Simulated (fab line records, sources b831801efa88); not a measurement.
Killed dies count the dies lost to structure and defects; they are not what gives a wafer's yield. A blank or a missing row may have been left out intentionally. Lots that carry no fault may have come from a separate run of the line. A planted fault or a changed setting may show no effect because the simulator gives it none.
The tool behind it: which one? -- flow sky130 -- 13 lots, 39 wafers sampled, at 3 steps of a route of 708

WHAT THE GAUGES READ, wafer by wafer
SKY_NWELL_TW_MEAS_26.
lot,measured,on,NWELL_2_TW
L967,day 5 15:49,film metro-03,497 500 498
L968,day 5 19:10,film metro-04,491 493 491
L969,day 5 23:41,film metro-01,488 488 486
L970,day 6 07:58,film metro-01,485 482 481
L971,day 6 13:59,film metro-03,500 500 501
L974,day 7 08:52,film metro-01,483 484 481
L975,day 7 12:26,film metro-04,495 495 497
L976,day 7 18:35,film metro-04,491 494 495
L979,day 8 20:31,film metro-03,500 501 500
L982,day 9 09:43,film metro-01,484 481 482
L987,day 10 20:23,film metro-04,498 495 497
L988,day 11 00:59,film metro-01,483 487 486
L989,day 11 06:13,film metro-03,504 506 508

SKY_VT_ADJUST_HVTR_CD_MEAS_07: target cd 380 nm.
lot,measured,on,cd nm (nm)
L967,day 9 19:18,cd sem-02,380.4 379.9 380.1
L968,day 10 00:50,cd sem-02,376.9 380.0 375.9
L969,day 10 05:32,cd sem-02,379.8 378.8 379.7
L970,day 10 14:20,cd sem-02,379.7 378.7 379.1
L971,day 10 23:47,cd sem-02,385.4 382.9 386.7
L974,day 11 23:27,cd sem-02,381.9 382.1 383.6
L975,day 12 02:26,cd sem-02,376.4 375.9 377.8
L976,day 12 10:53,cd sem-02,381.5 379.2 379.4
L979,day 13 16:17,cd sem-01,378.2 379.8 377.0
L982,day 14 10:38,cd sem-01,383.0 381.0 383.1
L987,day 16 03:42,cd sem-02,383.0 382.6 379.2
L988,day 16 08:09,cd sem-01,381.1 378.6 378.9
L989,day 16 15:22,cd sem-02,378.8 376.4 378.5

WHICH TOOL RAN EACH LOT (tool, then ch and the chambers of the sampled wafers, then the start)
lot,SKY_VT_ADJUST_LVTN_DEVELOP_17
L967,"litho track-03 ch 0, day 8 00:37"
L968,"litho track-02 ch 0, day 8 05:35"
L969,"litho track-03 ch 0, day 8 09:46"
L970,"litho track-02 ch 0, day 8 19:32"
L971,"litho track-02 ch 0, day 9 02:50"
L974,"litho track-01 ch 0, day 10 00:30"
L975,"litho track-03 ch 0, day 10 03:40"
L976,"litho track-02 ch 0, day 10 10:21"
L979,"litho track-03 ch 0, day 11 15:01"
L982,"litho track-03 ch 0, day 12 08:16"
L987,"litho track-02 ch 0, day 13 21:48"
L988,"litho track-01 ch 0, day 14 02:33"
L989,"litho track-02 ch 0, day 14 08:32"
- SKY_VT_ADJUST_LVTN_DEVELOP_17: develop time 60 s.

AS READ BY THE TOOLS THEMSELVES (means over the sampled wafers that have a number; for cases with no such wafer, the mark the record gives instead)
SKY_VT_ADJUST_LVTN_DEVELOP_17.
lot,tool,developer temp C (C),exhaust pa (Pa)
L967,litho track-03,22.98,44.7
L968,litho track-02,22.94,44.4
L969,litho track-03,23.03,45.2
L970,litho track-02,23.06,44.9
L971,litho track-02,23.06,43.7
L974,litho track-01,23.01,44.5
L975,litho track-03,23.05,45.0
L976,litho track-02,23.06,45.9
L979,litho track-03,25.35,42.6
L982,litho track-03,25.32,44.9
L987,litho track-02,23.19,45.8
L988,litho track-01,23.15,45.1
L989,litho track-02,23.09,45.2

THE ANSWER, worked out from the rows above alone
Rule: the lots themselves supply what counts as usual. Put in order of their means at a reading, lots are off if they are a third of the lots or fewer, leave a main group of 4 or more, and stand apart from it by a gap of 3 or more times the standard deviation of the main group's means; of several such gaps the widest counts. Not used: any main group whose means are identical at the precision the tables above print for the reading. A lot without any number at a reading at which 4 lots or more have one is off too. The other lots that the step has rows for count as sound. The gauges are gone through in route order, then the tools' own readings, and for those a lot's mean is taken as printed above. At the first step where some lot is off, the reading lying furthest off is the one used; lots without a number count as furthest.
Off: L979, L982 (SKY_VT_ADJUST_LVTN_DEVELOP_17, developer temp C). For the main group the mean is 23.06 C and the standard deviation 0.067.
If a tool, at that step or one of the process steps before it, ran each lot that is off and ran no sound lot following the first of them, it fits. One candidate fits, namely litho track-03 at SKY_VT_ADJUST_LVTN_DEVELOP_17. A fault onset in the window from L975 (day 10 03:40, its last sound lot) to L979 (day 11 15:01, its first lot off) fits.
On the lots that are off, the tool's own readings at SKY_VT_ADJUST_LVTN_DEVELOP_17 differ by more than 5 times the standard deviation of the sound lots' means, which bears it out; developer temp C reads 25.34 C there versus 23.06 C on the sound lots.

WHAT THE SIMULATOR HAD PUT IN
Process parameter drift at SKY_VT_ADJUST_LVTN_DEVELOP_17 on litho track-03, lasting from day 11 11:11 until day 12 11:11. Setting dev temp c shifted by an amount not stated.
Shown lots that were struck: L979, L982. The same result came from the rule above.
